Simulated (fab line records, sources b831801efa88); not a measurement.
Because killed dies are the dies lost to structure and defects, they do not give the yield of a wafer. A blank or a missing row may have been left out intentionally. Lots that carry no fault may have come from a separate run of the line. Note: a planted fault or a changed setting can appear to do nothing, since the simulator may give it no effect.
Which of the tools did it? || flow sky130 || 6 lots with 18 wafers sampled at 3 steps, on a route of 708 steps

WHAT EACH GAUGE READ, for each wafer
SKY_VT_ADJUST_LVTN_OVL_MEAS_07.
{"lot": "L266", "measured": "day 7 08:47", "on": "overlay-01", "VT_ADJUST_LVTN_OVL (nm)": "3.4 1.5 0.5"}
{"lot": "L268", "measured": "day 8 02:13", "on": "overlay-01", "VT_ADJUST_LVTN_OVL (nm)": "1.3 0.0 -0.1"}
{"lot": "L270", "measured": "day 8 11:28", "on": "overlay-02", "VT_ADJUST_LVTN_OVL (nm)": "0.2 -0.6 -2.6"}
{"lot": "L277", "measured": "day 10 11:58", "on": "overlay-01", "VT_ADJUST_LVTN_OVL (nm)": "- - -"}
{"lot": "L282", "measured": "day 11 17:03", "on": "overlay-02", "VT_ADJUST_LVTN_OVL (nm)": "0.4 1.4 -0.2"}
{"lot": "L286", "measured": "day 12 23:26", "on": "overlay-02", "VT_ADJUST_LVTN_OVL (nm)": "-1.9 -1.3 0.4"}

EACH LOT AND THE TOOL THAT RAN IT (in order: tool; ch and the chambers of the sampled wafers; start)
{"lot": "L266", "SKY_FIELD_ISO_ETCH_15": "rie diel-02 ch 0,2,3, day 2 14:53", "SKY_VT_ADJUST_LVTN_EXPOSE_04": "iline stepper-02 ch 0, day 6 22:29"}
{"lot": "L268", "SKY_FIELD_ISO_ETCH_15": "rie diel-04 ch 2,3, day 3 02:11", "SKY_VT_ADJUST_LVTN_EXPOSE_04": "iline stepper-02 ch 0, day 7 16:30"}
{"lot": "L270", "SKY_FIELD_ISO_ETCH_15": "rie diel-02 ch 0,2,3, day 3 11:41", "SKY_VT_ADJUST_LVTN_EXPOSE_04": "iline stepper-02 ch 0, day 8 01:06"}
{"lot": "L277", "SKY_FIELD_ISO_ETCH_15": "rie diel-04 ch 0,1,3, day 5 01:56", "SKY_VT_ADJUST_LVTN_EXPOSE_04": "iline stepper-02 ch 0, day 10 00:57"}
{"lot": "L282", "SKY_FIELD_ISO_ETCH_15": "rie diel-01 ch 0,1,2, day 6 02:26", "SKY_VT_ADJUST_LVTN_EXPOSE_04": "iline stepper-01 ch 0, day 11 05:29"}
{"lot": "L286", "SKY_FIELD_ISO_ETCH_15": "rie diel-04 ch 0,2, day 7 02:35", "SKY_VT_ADJUST_LVTN_EXPOSE_04": "iline stepper-01 ch 0, day 12 10:33"}
- SKY_FIELD_ISO_ETCH_15: etches the open film in CHF3/O2, stops on Si, target depth 180 nm, time 72 s.
- SKY_VT_ADJUST_LVTN_EXPOSE_04: exposes mask NWM COMPLEMENT LESS NATIVE, target cd 840 nm.

THE ANSWER, worked out from the rows above alone
Rule: the usual values come from the lots themselves. The widest of any qualifying gaps counts: lots, ordered by their means at a reading, are off when they make up no more than a third of the lots, leave a main group of 4 or more, and stand apart from it by 3 or more times the standard deviation of that group's means. A main group whose means are all the same, to the digits that the tables above print for the reading, isn't used. A lot without any number at a reading at which 4 lots or more have one is off too. The other lots that the step has rows for count as sound.
Off: L277, seen at SKY_VT_ADJUST_LVTN_OVL_MEAS_07 (VT_ADJUST_LVTN_OVL). Without a number there: L277. Mean 0.2 nm and standard deviation 1 in the main group.
A tool fits if, at a process step before that reading, it ran every lot that is off, and no sound lot after the first of them. Gauges at SKY_VT_ADJUST_LVTN_OVL_MEAS_07: tried the same way as those tools. Can't be told from this: 2 tools fit, iline stepper-02 at SKY_VT_ADJUST_LVTN_EXPOSE_04, overlay-01 at SKY_VT_ADJUST_LVTN_OVL_MEAS_07.

WHAT WAS PUT IN BY THE SIMULATOR
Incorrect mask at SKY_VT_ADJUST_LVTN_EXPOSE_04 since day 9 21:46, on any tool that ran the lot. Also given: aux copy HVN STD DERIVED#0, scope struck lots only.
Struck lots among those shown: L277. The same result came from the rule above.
